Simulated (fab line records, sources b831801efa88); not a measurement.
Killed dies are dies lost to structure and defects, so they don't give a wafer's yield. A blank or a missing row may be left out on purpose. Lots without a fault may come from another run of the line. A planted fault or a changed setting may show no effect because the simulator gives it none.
Which tool did it? | flow gf180mcu | 7 lots, 21 wafers sampled, at 2 steps of a route of 602

WHAT THE GAUGES READ, wafer by wafer
GF_M4_CD_MEAS_14: target cd 280 nm.
lot  | measured     | on        | cd_nm (nm)
L507 | day 24 04:08 | cd_sem-02 | 279.4 279.7 279.2
L509 | day 25 07:22 | cd_sem-01 | 278.9 278.9 278.2
L516 | day 27 07:16 | cd_sem-01 | 278.1 277.9 278.6
L521 | day 28 15:34 | cd_sem-02 | 278.4 278.7 278.8
L523 | day 29 05:25 | cd_sem-01 | 280.1 278.6 279.0
L525 | day 29 20:02 | cd_sem-01 | 278.1 278.5 279.2
L528 | day 30 23:01 | cd_sem-02 | 280.3 279.5 280.4

WHICH TOOL RAN EACH LOT (tool, then ch and the chambers of the sampled wafers, then the start)
lot  | GF_V3_ETCH_16
L507 | rie_diel-02 ch 0,3, day 23 03:41
L509 | rie_diel-01 ch 0,2,3, day 24 08:25
L516 | rie_diel-03 ch 0,1, day 26 09:07
L521 | rie_diel-02 ch 2,3, day 27 18:44
L523 | rie_diel-01 ch 0,1, day 28 08:41
L525 | rie_diel-02 ch 0,2,3, day 28 23:44
L528 | rie_diel-02 ch 0,1,3, day 30 03:14
- GF_V3_ETCH_16: etches BARC in N2/H2.

THE ANSWER, worked out from the rows above alone
Rule: what is usual is taken from the lots themselves. Put in order of their means at a reading, lots are off if they are a third of the lots or fewer, leave a main group of 4 or more, and stand apart from it by a gap of 3 or more times the standard deviation of the main group's means; of several such gaps the widest counts. A main group whose means are all the same, to the digits that the tables above print for the reading, isn't used. A lot without any number at a reading at which 4 lots or more have one is off too. The other lots that the step has rows for count as sound.
No lot is off at any reading shown: from this, nothing can be told.

WHAT THE SIMULATOR HAD PUT IN
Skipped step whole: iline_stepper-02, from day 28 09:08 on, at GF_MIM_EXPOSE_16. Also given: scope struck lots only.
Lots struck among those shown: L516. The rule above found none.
